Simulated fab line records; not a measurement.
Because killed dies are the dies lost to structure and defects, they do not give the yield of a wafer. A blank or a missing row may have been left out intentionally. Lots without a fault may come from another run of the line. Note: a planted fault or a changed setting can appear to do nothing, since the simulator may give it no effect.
fab line records | flow sky130 | part 1 of 2: steps 1 to 36 of 50
record: lots: 5 | wafers: 15 | lastDay: 52
route steps=708 shown VT_ADJUST_LVTN@116 VT_ADJUST_NCORE@119 VT_ADJUST_HVTR@131 VT_ADJUST_PCH@143 SONOS_TUNNEL@154
lots untouched by any fault: they come from a run of this same line in which no faults occurred
startH: hours from the record's opening day to when the first of the lot's shown wafers began | waitH: how many hours have passed since the lot's step before this one | " repeats the value in the row above | L1.1+2: several wafers, shown together as one row | - no value, or no start was given | * or withheld: withheld | < > ~ a bound
route shown NAME@n: NAME is a module with steps in the file, n the number in the route of the first one | usual: mean/standard deviation taken from wafers without a fault | same: alike in all rows | chamber/n: place in a boat | sites: per-site readings | _std_site: standard deviation of those values | _edge_site: mean of outer sites minus mean of inner sites | radiusMm: for every site, how far away it sits from the centre of the wafer | mask NAME#n: copy n | behind: the tool/chamber that last shaped the wafer | hold: the reason the lot was held/the length of the hold in hours/how it ended | device: transistor that didn't switch, given as n, p or np | end of line: at the end of the route, the tests of the same wafers | a step with no rows: only its recipe | killed: dies that structure and defects cost at the first sort, which is not the same as the wafer's yield | map: per-die view of a wafer (x killed, . not killed, _ where there is no die)
set.NAME: the setting that was run; set.NAME@STEP: the one run at that earlier step | model.NAME: the simulator's own value behind a step, which no gauge read
lots seen at some steps along the route; tables by step, rows by wafer
services: a tool's chamber out of use, with start hour (startH, from the record's first day; less than 0 if before it), hours out, and reason
== steps ==
step: SKY_VT_ADJUST_LVTN_IMPLANT_19
recipe: species: B | energyKev: 30 | doseCm2: 6.5e+11 | tiltDeg: withheld
lot.wafer  | tool         | chamber | startH | waitH
L075.2+4+5 | implanter-01 | 0       | 152.55 | 0.0
L080.3+4+5 | implanter-03 | 0       | 175.49 | 0.1
L085.3+5+6 | implanter-02 | 0       | 188.64 | 0.1
L087.2+5+6 | implanter-02 | 0       | 201.62 | 0.0
L097.1+4+6 | implanter-02 | 0       | 401.34 | 0.0
step: SKY_VT_ADJUST_LVTN_STRIP_20
recipe: chemistry: O2/N2 | powerW: 1400 | pressureMtorr: 1500 | platenTempC: withheld | o2FlowSccm: 3000 | n2FlowSccm: 300 | overashFraction: 0.5
usual: drypumpMotorCurrentA: 5.7/0.32 | oesProductAu: 0.716/0.0044 | stripTimeToEndpointS: 14.19/0.042
lot.wafer | tool           | chamber | startH | waitH | drypumpMotorCurrentA | oesProductAu | rfHoursCounterH | stripTimeToEndpointS
L075.2    | plasmaAsher-04 | 1       | 152.67 | 0.1   | 5.9                  | 0.715        | 49              | 14.21
L075.4    | "              | 0       | "      | "     | 5.6                  | 0.717        | -               | 14.22
L075.5    | "              | 0       | "      | "     | 5.6                  | 0.716        | -               | 14.21
L080.3    | plasmaAsher-04 | 0       | 175.63 | 0.1   | 5.6                  | 0.720        | -               | 14.23
L080.4    | "              | 1       | "      | "     | 5.9                  | 0.707        | -               | 14.22
L080.5    | "              | 0       | "      | "     | 5.6                  | 0.714        | -               | 14.19
L085.3    | plasmaAsher-04 | 0       | 188.78 | 0.1   | 5.6                  | 0.721        | -               | 14.24
L085.5    | "              | 0       | "      | "     | 5.6                  | 0.712        | -               | 14.18
L085.6    | "              | 1       | "      | "     | 5.9                  | 0.715        | -               | 14.22
L087.2    | plasmaAsher-01 | 1       | 201.74 | 0.1   | 6.0                  | 0.717        | 8               | 14.19
L087.5    | "              | 1       | "      | "     | 6.0                  | 0.718        | -               | 14.15
L087.6    | "              | 0       | "      | "     | 5.2                  | 0.723        | -               | 14.21
L097.1    | plasmaAsher-01 | 0       | 401.49 | 0.1   | 5.3                  | 0.714        | 27              | 14.16
L097.4    | "              | 0       | "      | "     | 5.3                  | 0.717        | -               | 14.12
L097.6    | "              | 1       | "      | "     | 6.1                  | 0.720        | -               | 14.17
step: SKY_VT_ADJUST_LVTN_TW_MEAS_21
usual: VT_ADJUST_LVTN_2_TW: 187.8/2
lot.wafer | tool         | chamber | startH | waitH | VT_ADJUST_LVTN_2_TW
L075.2    | filmMetro-03 | -       | 152.78 | 0.1   | 191.2
L075.4    | "            | -       | "      | "     | 190.8
L075.5    | "            | -       | "      | "     | 189.5
L080.3    | filmMetro-04 | -       | 175.71 | 0.1   | 190.0
L080.4    | "            | -       | "      | "     | 189.0
L080.5    | "            | -       | "      | "     | 189.9
L085.3    | filmMetro-02 | -       | 188.86 | 0.1   | 186.5
L085.5    | "            | -       | "      | "     | 186.6
L085.6    | "            | -       | "      | "     | 186.6
L087.2    | filmMetro-02 | -       | 201.85 | 0.1   | 186.9
L087.5    | "            | -       | "      | "     | 187.0
L087.6    | "            | -       | "      | "     | 187.9
L097.1    | filmMetro-04 | -       | 401.59 | 0.1   | 184.5
L097.4    | "            | -       | "      | "     | 184.5
L097.6    | "            | -       | "      | "     | 185.0
step: SKY_VT_ADJUST_NCORE_DEHYDRATE_00
recipe: tempC: 200 | timeS: 60
lot.wafer  | tool          | chamber | startH | waitH
L075.2+4+5 | lithoTrack-02 | 0       | 159.26 | 6.5
L080.3+4+5 | lithoTrack-03 | 0       | 180.49 | 4.8
L085.3+5+6 | lithoTrack-04 | 0       | 198.81 | 9.9
L087.2+5+6 | lithoTrack-02 | 0       | 211.66 | 9.8
L097.1+4+6 | lithoTrack-02 | 0       | 415.64 | 14.0
step: SKY_VT_ADJUST_NCORE_HMDS_01
recipe: primeTimeS: 60 | primeTempC: 120
lot.wafer  | tool          | chamber | startH | waitH
L075.2+4+5 | lithoTrack-02 | 0       | 159.41 | 0.1
L080.3+4+5 | lithoTrack-03 | 0       | 180.64 | 0.1
L085.3+5+6 | lithoTrack-04 | 0       | 198.96 | 0.1
L087.2+5+6 | lithoTrack-02 | 0       | 211.81 | 0.1
L097.1+4+6 | lithoTrack-02 | 0       | 415.79 | 0.1
step: SKY_VT_ADJUST_NCORE_COAT_02
recipe: resist: NOVOLAK | spinRpm: 3000 | resistThkNm: 1140
lot.wafer  | tool          | chamber | startH | waitH
L075.2+4+5 | lithoTrack-02 | 0       | 159.56 | 0.1
L080.3+4+5 | lithoTrack-03 | 0       | 180.79 | 0.1
L085.3+5+6 | lithoTrack-04 | 0       | 199.11 | 0.1
L087.2+5+6 | lithoTrack-02 | 0       | 211.96 | 0.1
L097.1+4+6 | lithoTrack-02 | 0       | 415.94 | 0.1
step: SKY_VT_ADJUST_NCORE_SOFTBAKE_03
recipe: tempC: 90 | timeS: 60 | resist: NOVOLAK
lot.wafer  | tool          | chamber | startH | waitH
L075.2+4+5 | lithoTrack-02 | 0       | 159.71 | 0.1
L080.3+4+5 | lithoTrack-03 | 0       | 180.94 | 0.1
L085.3+5+6 | lithoTrack-04 | 0       | 199.26 | 0.1
L087.2+5+6 | lithoTrack-02 | 0       | 212.11 | 0.1
L097.1+4+6 | lithoTrack-02 | 0       | 416.09 | 0.1
step: SKY_VT_ADJUST_NCORE_EXPOSE_04
recipe: maskId: LVTN_COMPLEMENT_THIN | na: 0.6 | sourceShape: conventional | sigmaOuter: 0.6 | polarization: unpolarized | targetCdNm: 380 | doseMj: 139
same: sigmaOuter: 0.6
lot.wafer  | tool            | chamber | startH | waitH | mask
L075.2+4+5 | ilineStepper-01 | 0       | -      | -     | LVTN_COMPLEMENT_THIN#0
L080.3+4+5 | ilineStepper-02 | 0       | -      | -     | LVTN_COMPLEMENT_THIN#0
L085.3+5+6 | ilineStepper-02 | 0       | -      | -     | LVTN_COMPLEMENT_THIN#0
L087.2+5+6 | ilineStepper-02 | 0       | -      | -     | LVTN_COMPLEMENT_THIN#0
L097.1+4+6 | ilineStepper-02 | 0       | -      | -     | LVTN_COMPLEMENT_THIN#0
step: SKY_VT_ADJUST_NCORE_PEB_05
recipe: tempC: withheld | timeS: * | resist: NOVOLAK
lot.wafer  | tool          | chamber | startH | waitH
L075.2+4+5 | lithoTrack-02 | 0       | -      | -
L080.3+4+5 | lithoTrack-02 | 0       | -      | -
L085.3+5+6 | lithoTrack-03 | 0       | -      | -
L087.2+5+6 | lithoTrack-03 | 0       | -      | -
L097.1+4+6 | lithoTrack-03 | 0       | -      | -
step: SKY_VT_ADJUST_NCORE_DEVELOP_06
recipe: resist: NOVOLAK | developer: TMAH | developTimeS: 60 | devTempC: 23
lot.wafer  | tool          | chamber | startH | waitH
L075.2+4+5 | lithoTrack-02 | 0       | 165.11 | 0.1
L080.3+4+5 | lithoTrack-02 | 0       | 185.14 | 0.1
L085.3+5+6 | lithoTrack-03 | 0       | 210.39 | 0.1
L087.2+5+6 | lithoTrack-03 | 0       | 218.41 | 0.1
L097.1+4+6 | lithoTrack-03 | 0       | 430.29 | 0.1
step: SKY_VT_ADJUST_NCORE_CD_MEAS_07
recipe: targetCdNm: 380
usual: cdNm: 381.0/2.2
lot.wafer | tool     | chamber | startH | waitH | cdNm
L075.2    | cdSem-01 | -       | 165.26 | 0.1   | 382.8
L075.4    | "        | -       | "      | "     | 380.7
L075.5    | "        | -       | "      | "     | 378.9
L080.3    | cdSem-01 | -       | 185.28 | 0.1   | 380.6
L080.4    | "        | -       | "      | "     | 381.5
L080.5    | "        | -       | "      | "     | 380.0
L085.3    | cdSem-01 | -       | 210.53 | 0.1   | 378.3
L085.5    | "        | -       | "      | "     | 379.7
L085.6    | "        | -       | "      | "     | 378.3
L087.2    | cdSem-02 | -       | 218.56 | 0.1   | 381.8
L087.5    | "        | -       | "      | "     | 380.1
L087.6    | "        | -       | "      | "     | 381.5
L097.1    | cdSem-02 | -       | 430.44 | 0.1   | 378.9
L097.4    | "        | -       | "      | "     | 378.2
L097.6    | "        | -       | "      | "     | 380.0
step: SKY_VT_ADJUST_NCORE_OVL_MEAS_08
usual: VT_ADJUST_NCORE_OVL: -0.1/1.5
lot.wafer | tool       | chamber | startH | waitH | VT_ADJUST_NCORE_OVL[nm]
L075.2    | overlay-02 | -       | 165.36 | 0.1   | -1.1
L075.4    | "          | -       | "      | "     | 0.2
L075.5    | "          | -       | "      | "     | 0.2
L080.3    | overlay-01 | -       | 185.37 | 0.1   | 0.3
L080.4    | "          | -       | "      | "     | 1.3
L080.5    | "          | -       | "      | "     | 1.1
L085.3    | overlay-02 | -       | 210.62 | 0.1   | -1.0
L085.5    | "          | -       | "      | "     | -3.2
L085.6    | "          | -       | "      | "     | -1.0
L087.2    | overlay-01 | -       | 218.67 | 0.1   | 1.4
L087.5    | "          | -       | "      | "     | 0.9
L087.6    | "          | -       | "      | "     | 0.4
L097.1    | overlay-01 | -       | 430.56 | 0.1   | 1.6
L097.4    | "          | -       | "      | "     | 1.2
L097.6    | "          | -       | "      | "     | -0.1
step: SKY_VT_ADJUST_NCORE_IMPLANT_09
recipe: species: B | energyKev: 10 | doseCm2: 2.4e+12 | tiltDeg: withheld
lot.wafer  | tool         | chamber | startH | waitH
L075.2+4+5 | implanter-03 | 0       | 165.42 | 0.0
L080.3+4+5 | implanter-01 | 0       | 185.44 | 0.1
L085.3+5+6 | implanter-01 | 0       | 210.70 | 0.1
L087.2+5+6 | implanter-03 | 0       | 218.72 | 0.0
L097.1+4+6 | implanter-03 | 0       | 430.59 | 0.0
step: SKY_VT_ADJUST_NCORE_STRIP_10
recipe: chemistry: O2/N2 | powerW: 1400 | pressureMtorr: 1500 | platenTempC: withheld | o2FlowSccm: 3000 | n2FlowSccm: 300 | overashFraction: 0.5
usual: drypumpMotorCurrentA: 5.86/0.3 | oesProductAu: 0.716/0.0048 | stripTimeToEndpointS: 14.20/0.036
lot.wafer | tool           | chamber | startH | waitH | drypumpMotorCurrentA | oesProductAu | rfHoursCounterH | stripTimeToEndpointS
L075.2    | plasmaAsher-03 | 0       | 165.54 | 0.1   | 5.82                 | 0.712        | 33              | 14.23
L075.4    | "              | 1       | "      | "     | 6.17                 | 0.711        | -               | 14.20
L075.5    | "              | 1       | "      | "     | 6.16                 | 0.717        | -               | 14.25
L080.3    | plasmaAsher-02 | 0       | 185.58 | 0.1   | 5.94                 | 0.716        | -               | 14.24
L080.4    | "              | 1       | "      | "     | 5.97                 | 0.723        | -               | 14.22
L080.5    | "              | 1       | "      | "     | 5.98                 | 0.718        | -               | 14.23
L085.3    | plasmaAsher-02 | 1       | 210.83 | 0.1   | 5.96                 | 0.713        | -               | 14.23
L085.5    | "              | 0       | "      | "     | 5.97                 | 0.716        | -               | 14.22
L085.6    | "              | 1       | "      | "     | 5.98                 | 0.714        | -               | 14.22
L087.2    | plasmaAsher-01 | 1       | 218.85 | 0.1   | 6.01                 | 0.715        | 10              | 14.18
L087.5    | "              | 0       | "      | "     | 5.26                 | 0.715        | -               | 14.23
L087.6    | "              | 1       | "      | "     | 6.08                 | 0.722        | -               | 14.19
L097.1    | plasmaAsher-02 | 1       | 430.74 | 0.1   | 5.96                 | 0.716        | 0               | 14.20
L097.4    | "              | 0       | "      | "     | 5.97                 | 0.717        | -               | 14.22
L097.6    | "              | 1       | "      | "     | 5.95                 | 0.718        | -               | 14.23
step: SKY_VT_ADJUST_NCORE_TW_MEAS_11
usual: VT_ADJUST_NCORE_TW: 218.6/2.2
lot.wafer | tool         | chamber | startH | waitH | VT_ADJUST_NCORE_TW
L075.2    | filmMetro-03 | -       | 165.65 | 0.1   | 221.7
L075.4    | "            | -       | "      | "     | 222.7
L075.5    | "            | -       | "      | "     | 221.3
L080.3    | filmMetro-01 | -       | 185.66 | 0.1   | 217.2
L080.4    | "            | -       | "      | "     | 217.4
L080.5    | "            | -       | "      | "     | 216.5
L085.3    | filmMetro-03 | -       | 211.06 | 0.2   | 219.9
L085.5    | "            | -       | "      | "     | 220.5
L085.6    | "            | -       | "      | "     | 221.4
L087.2    | filmMetro-04 | -       | 218.96 | 0.1   | 217.4
L087.5    | "            | -       | "      | "     | 215.9
L087.6    | "            | -       | "      | "     | 216.8
L097.1    | filmMetro-01 | -       | 430.84 | 0.1   | 217.0
L097.4    | "            | -       | "      | "     | 216.3
L097.6    | "            | -       | "      | "     | 216.1
step: SKY_VT_ADJUST_HVTR_DEHYDRATE_00
recipe: tempC: 200 | timeS: 60
lot.wafer  | tool          | chamber | startH | waitH
L075.2+4+5 | lithoTrack-03 | 0       | 171.26 | 5.6
L080.3+4+5 | lithoTrack-02 | 0       | 189.19 | 3.5
L085.3+5+6 | lithoTrack-02 | 0       | 217.34 | 6.3
L087.2+5+6 | lithoTrack-02 | 0       | 227.16 | 8.2
L097.1+4+6 | lithoTrack-01 | 0       | 446.26 | 15.4
step: SKY_VT_ADJUST_HVTR_HMDS_01
recipe: primeTimeS: 60 | primeTempC: 120
lot.wafer  | tool          | chamber | startH | waitH
L075.2+4+5 | lithoTrack-03 | 0       | 171.41 | 0.1
L080.3+4+5 | lithoTrack-02 | 0       | 189.34 | 0.1
L085.3+5+6 | lithoTrack-02 | 0       | 217.49 | 0.1
L087.2+5+6 | lithoTrack-02 | 0       | 227.31 | 0.1
L097.1+4+6 | lithoTrack-01 | 0       | 446.41 | 0.1
step: SKY_VT_ADJUST_HVTR_COAT_02
recipe: resist: NOVOLAK | spinRpm: 3000 | resistThkNm: 1140
lot.wafer  | tool          | chamber | startH | waitH
L075.2+4+5 | lithoTrack-03 | 0       | 171.56 | 0.1
L080.3+4+5 | lithoTrack-02 | 0       | 189.49 | 0.1
L085.3+5+6 | lithoTrack-02 | 0       | 217.64 | 0.1
L087.2+5+6 | lithoTrack-02 | 0       | 227.46 | 0.1
L097.1+4+6 | lithoTrack-01 | 0       | 446.56 | 0.1
step: SKY_VT_ADJUST_HVTR_SOFTBAKE_03
recipe: tempC: 90 | timeS: 60 | resist: NOVOLAK
lot.wafer  | tool          | chamber | startH | waitH
L075.2+4+5 | lithoTrack-03 | 0       | 171.71 | 0.1
L080.3+4+5 | lithoTrack-02 | 0       | 189.64 | 0.1
L085.3+5+6 | lithoTrack-02 | 0       | 217.79 | 0.1
L087.2+5+6 | lithoTrack-02 | 0       | 227.61 | 0.1
L097.1+4+6 | lithoTrack-01 | 0       | 446.71 | 0.1
step: SKY_VT_ADJUST_HVTR_EXPOSE_04
recipe: maskId: HVTRM | targetCdNm: 380 | na: 0.6 | sourceShape: conventional | sigmaOuter: 0.6 | doseMj: 150
same: sigmaOuter: 0.6
lot.wafer  | tool            | chamber | startH | waitH | mask
L075.2+4+5 | ilineStepper-01 | 0       | -      | -     | HVTRM#0
L080.3+4+5 | ilineStepper-01 | 0       | -      | -     | HVTRM#0
L085.3+5+6 | ilineStepper-02 | 0       | -      | -     | HVTRM#0
L087.2+5+6 | ilineStepper-02 | 0       | -      | -     | HVTRM#0
L097.1+4+6 | ilineStepper-01 | 0       | -      | -     | HVTRM#0
step: SKY_VT_ADJUST_HVTR_PEB_05
recipe: tempC: withheld | timeS: * | resist: NOVOLAK
lot.wafer  | tool          | chamber | startH | waitH
L075.2+4+5 | lithoTrack-02 | 0       | -      | -
L080.3+4+5 | lithoTrack-02 | 0       | -      | -
L085.3+5+6 | lithoTrack-01 | 0       | -      | -
L087.2+5+6 | lithoTrack-02 | 0       | -      | -
L097.1+4+6 | lithoTrack-01 | 0       | -      | -
step: SKY_VT_ADJUST_HVTR_DEVELOP_06
recipe: developTimeS: 60 | devTempC: 23
lot.wafer  | tool          | chamber | startH | waitH
L075.2+4+5 | lithoTrack-02 | 0       | 176.66 | 0.1
L080.3+4+5 | lithoTrack-02 | 0       | 200.59 | 0.1
L085.3+5+6 | lithoTrack-01 | 0       | 226.71 | 0.1
L087.2+5+6 | lithoTrack-02 | 0       | 234.51 | 0.1
L097.1+4+6 | lithoTrack-01 | 0       | 460.31 | 0.1
step: SKY_VT_ADJUST_HVTR_CD_MEAS_07
recipe: targetCdNm: 380
usual: cdNm: 380.7/2.7
lot.wafer | tool     | chamber | startH | waitH | cdNm
L075.2    | cdSem-02 | -       | 176.81 | 0.1   | 382.6
L075.4    | "        | -       | "      | "     | 383.2
L075.5    | "        | -       | "      | "     | 382.4
L080.3    | cdSem-01 | -       | 200.73 | 0.1   | 384.7
L080.4    | "        | -       | "      | "     | 379.1
L080.5    | "        | -       | "      | "     | 380.7
L085.3    | cdSem-01 | -       | 226.85 | 0.1   | 382.9
L085.5    | "        | -       | "      | "     | 380.0
L085.6    | "        | -       | "      | "     | 379.7
L087.2    | cdSem-01 | -       | 234.66 | 0.1   | 382.8
L087.5    | "        | -       | "      | "     | 380.7
L087.6    | "        | -       | "      | "     | 381.5
L097.1    | cdSem-02 | -       | 460.46 | 0.1   | 377.5
L097.4    | "        | -       | "      | "     | 381.1
L097.6    | "        | -       | "      | "     | 379.4
step: SKY_VT_ADJUST_HVTR_OVL_MEAS_08
usual: VT_ADJUST_HVTR_OVL: -0.5/1.4
lot.wafer | tool       | chamber | startH | waitH | VT_ADJUST_HVTR_OVL[nm]
L075.2    | overlay-02 | -       | 176.91 | 0.1   | 0.6
L075.4    | "          | -       | "      | "     | 1.9
L075.5    | "          | -       | "      | "     | 1.3
L080.3    | overlay-01 | -       | 200.82 | 0.1   | 1.5
L080.4    | "          | -       | "      | "     | 0.5
L080.5    | "          | -       | "      | "     | 2.0
L085.3    | overlay-01 | -       | 226.95 | 0.1   | -2.4
L085.5    | "          | -       | "      | "     | -1.5
L085.6    | "          | -       | "      | "     | -2.5
L087.2    | overlay-02 | -       | 234.76 | 0.1   | -1.2
L087.5    | "          | -       | "      | "     | -0.1
L087.6    | "          | -       | "      | "     | -1.3
L097.1    | overlay-01 | -       | 460.58 | 0.1   | 0.4
L097.4    | "          | -       | "      | "     | -0.6
L097.6    | "          | -       | "      | "     | 2.6
step: SKY_VT_ADJUST_HVTR_IMPLANT_09
recipe: species: B | energyKev: 10 | doseCm2: 2.1e+12 | tiltDeg: withheld
lot.wafer  | tool         | chamber | startH | waitH
L075.2+4+5 | implanter-02 | 0       | 176.97 | 0.0
L080.3+4+5 | implanter-04 | 0       | 200.89 | 0.1
L085.3+5+6 | implanter-01 | 0       | 227.02 | 0.1
L087.2+5+6 | implanter-01 | 0       | 234.99 | 0.2
L097.1+4+6 | implanter-01 | 0       | 460.62 | 0.0
step: SKY_VT_ADJUST_HVTR_STRIP_10
recipe: chemistry: O2/N2 | powerW: 1400 | pressureMtorr: 1500 | platenTempC: withheld | o2FlowSccm: 3000 | n2FlowSccm: 300 | overashFraction: 0.5
usual: drypumpMotorCurrentA: 5.8/0.32 | oesProductAu: 0.715/0.0047 | stripTimeToEndpointS: 14.18/0.042
lot.wafer | tool           | chamber | startH | waitH | drypumpMotorCurrentA | oesProductAu | rfHoursCounterH | stripTimeToEndpointS
L075.2    | plasmaAsher-01 | 0       | 177.09 | 0.1   | 5.2                  | 0.720        | 6               | 14.21
L075.4    | "              | 1       | "      | "     | 6.1                  | 0.718        | -               | 14.27
L075.5    | "              | 0       | "      | "     | 5.2                  | 0.712        | -               | 14.21
L080.3    | plasmaAsher-02 | 0       | 201.03 | 0.1   | 6.0                  | 0.711        | -               | 14.09
L080.4    | "              | 1       | "      | "     | 6.0                  | 0.714        | -               | 14.09
L080.5    | "              | 1       | "      | "     | 6.0                  | 0.712        | -               | 14.16
L085.3    | plasmaAsher-01 | 0       | 227.15 | 0.1   | 5.3                  | 0.713        | -               | 14.11
L085.5    | "              | 1       | "      | "     | 6.1                  | 0.707        | -               | 14.09
L085.6    | "              | 0       | "      | "     | 5.3                  | 0.708        | -               | 14.15
L087.2    | plasmaAsher-01 | 0       | 235.11 | 0.1   | 5.2                  | 0.714        | 11              | 14.14
L087.5    | "              | 1       | "      | "     | 6.0                  | 0.713        | -               | 14.16
L087.6    | "              | 0       | "      | "     | 5.2                  | 0.719        | -               | 14.14
L097.1    | plasmaAsher-01 | 0       | 460.77 | 0.1   | 5.3                  | 0.715        | 34              | 14.22
L097.4    | "              | 1       | "      | "     | 6.1                  | 0.719        | -               | 14.24
L097.6    | "              | 0       | "      | "     | 5.3                  | 0.713        | -               | 14.18
step: SKY_VT_ADJUST_HVTR_TW_MEAS_11
usual: VT_ADJUST_HVTR_TW: 210.2/2.1
lot.wafer | tool         | chamber | startH | waitH | VT_ADJUST_HVTR_TW
L075.2    | filmMetro-03 | -       | 177.20 | 0.1   | 214.2
L075.4    | "            | -       | "      | "     | 212.8
L075.5    | "            | -       | "      | "     | 213.7
L080.3    | filmMetro-03 | -       | 201.11 | 0.1   | 212.9
L080.4    | "            | -       | "      | "     | 213.8
L080.5    | "            | -       | "      | "     | 214.1
L085.3    | filmMetro-02 | -       | 227.24 | 0.1   | 207.4
L085.5    | "            | -       | "      | "     | 208.1
L085.6    | "            | -       | "      | "     | 208.5
L087.2    | filmMetro-02 | -       | 235.22 | 0.1   | 208.3
L087.5    | "            | -       | "      | "     | 207.8
L087.6    | "            | -       | "      | "     | 209.0
L097.1    | filmMetro-02 | -       | 460.87 | 0.1   | 210.1
L097.4    | "            | -       | "      | "     | 210.3
L097.6    | "            | -       | "      | "     | 210.9
step: SKY_VT_ADJUST_PCH_DEHYDRATE_00
recipe: tempC: 200 | timeS: 60
lot.wafer  | tool          | chamber | startH | waitH
L075.2+4+5 | lithoTrack-02 | 0       | 182.11 | 4.9
L080.3+4+5 | lithoTrack-02 | 0       | 211.04 | 9.9
L085.3+5+6 | lithoTrack-01 | 0       | 233.71 | 6.5
L087.2+5+6 | lithoTrack-04 | 0       | 245.83 | 10.6
L097.1+4+6 | lithoTrack-02 | 0       | 475.18 | 14.3
step: SKY_VT_ADJUST_PCH_HMDS_01
recipe: primeTimeS: 60 | primeTempC: 120
lot.wafer  | tool          | chamber | startH | waitH
L075.2+4+5 | lithoTrack-02 | 0       | 182.26 | 0.1
L080.3+4+5 | lithoTrack-02 | 0       | 211.19 | 0.1
L085.3+5+6 | lithoTrack-01 | 0       | 233.86 | 0.1
L087.2+5+6 | lithoTrack-04 | 0       | 245.98 | 0.1
L097.1+4+6 | lithoTrack-02 | 0       | 475.33 | 0.1
step: SKY_VT_ADJUST_PCH_COAT_02
recipe: spinRpm: 2000 | resistThkNm: 3000
lot.wafer  | tool          | chamber | startH | waitH
L075.2+4+5 | lithoTrack-02 | 0       | 182.41 | 0.1
L080.3+4+5 | lithoTrack-02 | 0       | 211.34 | 0.1
L085.3+5+6 | lithoTrack-01 | 0       | 234.01 | 0.1
L087.2+5+6 | lithoTrack-04 | 0       | 246.13 | 0.1
L097.1+4+6 | lithoTrack-02 | 0       | 475.48 | 0.1
step: SKY_VT_ADJUST_PCH_SOFTBAKE_03
recipe: tempC: 110 | timeS: withheld
lot.wafer  | tool          | chamber | startH | waitH
L075.2+4+5 | lithoTrack-02 | 0       | 182.57 | 0.1
L080.3+4+5 | lithoTrack-02 | 0       | 211.50 | 0.1
L085.3+5+6 | lithoTrack-01 | 0       | 234.18 | 0.1
L087.2+5+6 | lithoTrack-04 | 0       | 246.29 | 0.1
L097.1+4+6 | lithoTrack-02 | 0       | 475.63 | 0.1
step: SKY_VT_ADJUST_PCH_EXPOSE_04
recipe: maskId: NWM | na: 0.6 | sourceShape: conventional | sigmaOuter: 0.6 | polarization: unpolarized | targetCdNm: 840 | doseMj: 255
same: sigmaOuter: 0.6
lot.wafer  | tool            | chamber | startH | waitH | mask
L075.2+4+5 | ilineStepper-01 | 0       | -      | -     | NWM#0
L080.3+4+5 | ilineStepper-02 | 0       | -      | -     | NWM#0
L085.3+5+6 | ilineStepper-02 | 0       | -      | -     | NWM#0
L087.2+5+6 | ilineStepper-01 | 0       | -      | -     | NWM#0
L097.1+4+6 | ilineStepper-02 | 0       | -      | -     | NWM#0
step: SKY_VT_ADJUST_PCH_PEB_05
recipe: tempC: 115 | timeS: withheld
lot.wafer  | tool          | chamber | startH | waitH
L075.2+4+5 | lithoTrack-02 | 0       | -      | -
L080.3+4+5 | lithoTrack-04 | 0       | -      | -
L085.3+5+6 | lithoTrack-01 | 0       | -      | -
L087.2+5+6 | lithoTrack-01 | 0       | -      | -
L097.1+4+6 | lithoTrack-01 | 0       | -      | -
step: SKY_VT_ADJUST_PCH_DEVELOP_06
recipe: wallAngleDeg: 90 | developer: TMAH | developTimeS: 60 | devTempC: 23
lot.wafer  | tool          | chamber | startH | waitH
L075.2+4+5 | lithoTrack-02 | 0       | -      | -
L080.3+4+5 | lithoTrack-04 | 0       | -      | -
L085.3+5+6 | lithoTrack-01 | 0       | -      | -
L087.2+5+6 | lithoTrack-01 | 0       | -      | -
L097.1+4+6 | lithoTrack-01 | 0       | -      | -
step: SKY_VT_ADJUST_PCH_OVL_MEAS_07
usual: VT_ADJUST_PCH_OVL: -0.6/1.4
lot.wafer | tool       | chamber | startH | waitH | VT_ADJUST_PCH_OVL[nm]
L075.2    | overlay-02 | -       | 187.49 | -     | -0.2
L075.4    | "          | -       | "      | "     | -1.2
L075.5    | "          | -       | "      | "     | -3.1
L080.3    | overlay-02 | -       | 218.28 | -     | -2.4
L080.4    | "          | -       | "      | "     | -1.7
L080.5    | "          | -       | "      | "     | -1.8
L085.3    | overlay-01 | -       | 245.68 | -     | -3.1
L085.5    | "          | -       | "      | "     | -0.1
L085.6    | "          | -       | "      | "     | -1.6
L087.2    | overlay-01 | -       | 256.32 | -     | -2.5
L087.5    | "          | -       | "      | "     | -1.7
L087.6    | "          | -       | "      | "     | -1.3
L097.1    | overlay-01 | -       | 490.66 | -     | -2.0
L097.4    | "          | -       | "      | "     | 0.5
L097.6    | "          | -       | "      | "     | 0.1
step: SKY_VT_ADJUST_PCH_IMPLANT_08
recipe: species: B | energyKev: 10 | doseCm2: 5e+11 | tiltDeg: withheld
lot.wafer  | tool         | chamber | startH | waitH
L075.2+4+5 | implanter-02 | 0       | 187.55 | 0.0
L080.3+4+5 | implanter-04 | 0       | 218.35 | 0.1
L085.3+5+6 | implanter-02 | 0       | 245.75 | 0.1
L087.2+5+6 | implanter-03 | 0       | 256.37 | 0.0
L097.1+4+6 | implanter-02 | 0       | 490.70 | 0.0
